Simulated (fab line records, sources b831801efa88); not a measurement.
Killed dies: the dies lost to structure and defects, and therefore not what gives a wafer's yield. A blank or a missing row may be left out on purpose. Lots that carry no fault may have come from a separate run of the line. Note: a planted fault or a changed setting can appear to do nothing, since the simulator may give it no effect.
Which tool is to blame? || flow sky130 || 10 lots with 30 wafers sampled at 4 steps, on a route of 708 steps

## WHAT THE GAUGES READ, wafer by wafer
SKY_VIA3_RS_MEAS_22: the measuring method here is four-point-probe.
{"lot": "L865", "measured": "day 39 18:06", "on": "film metro-03", "VIA3_W_RS (ohm/sq)": "0.2895 0.2912 0.2892"}
{"lot": "L866", "measured": "day 40 06:41", "on": "film metro-04", "VIA3_W_RS (ohm/sq)": "0.2921 0.2933 0.2932"}
{"lot": "L869", "measured": "day 41 02:08", "on": "film metro-02", "VIA3_W_RS (ohm/sq)": "0.2913 0.2875 0.2920"}
{"lot": "L868", "measured": "day 41 06:57", "on": "film metro-03", "VIA3_W_RS (ohm/sq)": "0.2909 0.2873 0.2924"}
{"lot": "L876", "measured": "day 43 11:52", "on": "film metro-03", "VIA3_W_RS (ohm/sq)": "0.2892 0.2925 0.2895"}
{"lot": "L880", "measured": "day 44 00:56", "on": "film metro-02", "VIA3_W_RS (ohm/sq)": "0.4538 0.4609 0.4491"}
{"lot": "L881", "measured": "day 44 01:51", "on": "film metro-04", "VIA3_W_RS (ohm/sq)": "0.4463 0.4439 0.4509"}
{"lot": "L882", "measured": "day 44 12:28", "on": "film metro-04", "VIA3_W_RS (ohm/sq)": "0.2927 0.2901 0.2916"}
{"lot": "L884", "measured": "day 44 21:59", "on": "film metro-02", "VIA3_W_RS (ohm/sq)": "0.2938 0.2920 0.2912"}
{"lot": "L885", "measured": "day 45 05:09", "on": "film metro-02", "VIA3_W_RS (ohm/sq)": "0.2955 0.2954 0.2944"}

## TOOL THAT RAN EACH LOT (tool first, then ch and the chambers of the sampled wafers, then the start)
{"lot": "L865", "SKY_METAL3_SPUTTER_02": "pvd sputter-04, day 36 10:59", "SKY_VIA3_CMP_02": "cmp-01 ch 1,2, day 38 16:28", "SKY_VIA3_CVD_21": "cvd w-02 ch 0,1, day 39 17:58"}
{"lot": "L866", "SKY_METAL3_SPUTTER_02": "pvd sputter-01, day 36 23:56", "SKY_VIA3_CMP_02": "cmp-01 ch 0,2,3, day 39 05:10", "SKY_VIA3_CVD_21": "cvd w-01 ch 0,1, day 40 06:34"}
{"lot": "L869", "SKY_METAL3_SPUTTER_02": "pvd sputter-04, day 37 20:50", "SKY_VIA3_CMP_02": "cmp-02 ch 0,1,3, day 40 00:50", "SKY_VIA3_CVD_21": "cvd w-01 ch 0,1, day 41 02:00"}
{"lot": "L868", "SKY_METAL3_SPUTTER_02": "pvd sputter-01, day 38 02:04", "SKY_VIA3_CMP_02": "cmp-01 ch 1,2,3, day 40 06:00", "SKY_VIA3_CVD_21": "cvd w-02 ch 0,1, day 41 06:49"}
{"lot": "L876", "SKY_METAL3_SPUTTER_02": "pvd sputter-01, day 40 10:18", "SKY_VIA3_CMP_02": "cmp-01 ch 0,2, day 42 11:25", "SKY_VIA3_CVD_21": "cvd w-01 ch 0,1, day 43 11:44"}
{"lot": "L880", "SKY_METAL3_SPUTTER_02": "pvd sputter-04, day 40 23:41", "SKY_VIA3_CMP_02": "cmp-01 ch 0,1,3, day 43 00:37", "SKY_VIA3_CVD_21": "cvd w-02 ch 0,1, day 44 00:48"}
{"lot": "L881", "SKY_METAL3_SPUTTER_02": "pvd sputter-01, day 41 01:04", "SKY_VIA3_CMP_02": "cmp-01 ch 1,2, day 43 01:24", "SKY_VIA3_CVD_21": "cvd w-02 ch 0,1, day 44 01:44"}
{"lot": "L882", "SKY_METAL3_SPUTTER_02": "pvd sputter-04, day 41 13:38", "SKY_VIA3_CMP_02": "cmp-02 ch 1,3, day 43 13:22", "SKY_VIA3_CVD_21": "cvd w-01 ch 0,1, day 44 12:19"}
{"lot": "L884", "SKY_METAL3_SPUTTER_02": "pvd sputter-01, day 41 23:14", "SKY_VIA3_CMP_02": "cmp-01 ch 2,3, day 43 22:47", "SKY_VIA3_CVD_21": "cvd w-01 ch 0,1, day 44 21:52"}
{"lot": "L885", "SKY_METAL3_SPUTTER_02": "pvd sputter-02, day 42 05:20", "SKY_VIA3_CMP_02": "cmp-02 ch 0,1, day 44 05:43", "SKY_VIA3_CVD_21": "cvd w-01 ch 0,1, day 45 05:02"}
- SKY_METAL3_SPUTTER_02: material AlCu, target thk 735 nm, time 39.1 s.
- SKY_VIA3_CMP_02: polishes SiO2.
- SKY_VIA3_CVD_21: deposits W, target thk 390 nm, time 117.31 s.

## THE ANSWER, worked out from the rows above alone
Rule: usual is defined by the lots themselves. The widest of any qualifying gaps counts: lots, ordered by their means at a reading, are off when they make up no more than a third of the lots, leave a main group of 4 or more, and stand apart from it by 3 or more times the standard deviation of that group's means. Not used: any main group whose means are identical at the precision the tables above print for the reading. A lot without any number at a reading at which 4 lots or more have one is off too. Where the step has rows for the other lots, those lots are counted as sound.
Off: at SKY_VIA3_RS_MEAS_22 (VIA3_W_RS), L880, L881. The main group: mean 0.2916 ohm/sq, standard deviation 0.0017.
A tool fits if, at a process step before that reading, it ran every lot that is off, and no sound lot after the first of them. The gauges at SKY_VIA3_RS_MEAS_22 are tried like those tools. One fits: SKY_VIA3_CVD_21 on cvd w-02. Its last sound lot is L868 (day 41 06:49), its first lot that is off L880 (day 44 00:48): a fault that began between those two fits.

## WHAT THE SIMULATOR HAD PUT IN
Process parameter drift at SKY_VIA3_CVD_21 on cvd w-02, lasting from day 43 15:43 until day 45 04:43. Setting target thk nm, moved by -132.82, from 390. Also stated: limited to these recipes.
Struck lots among those shown: L880, L881. The same result came from the rule above.
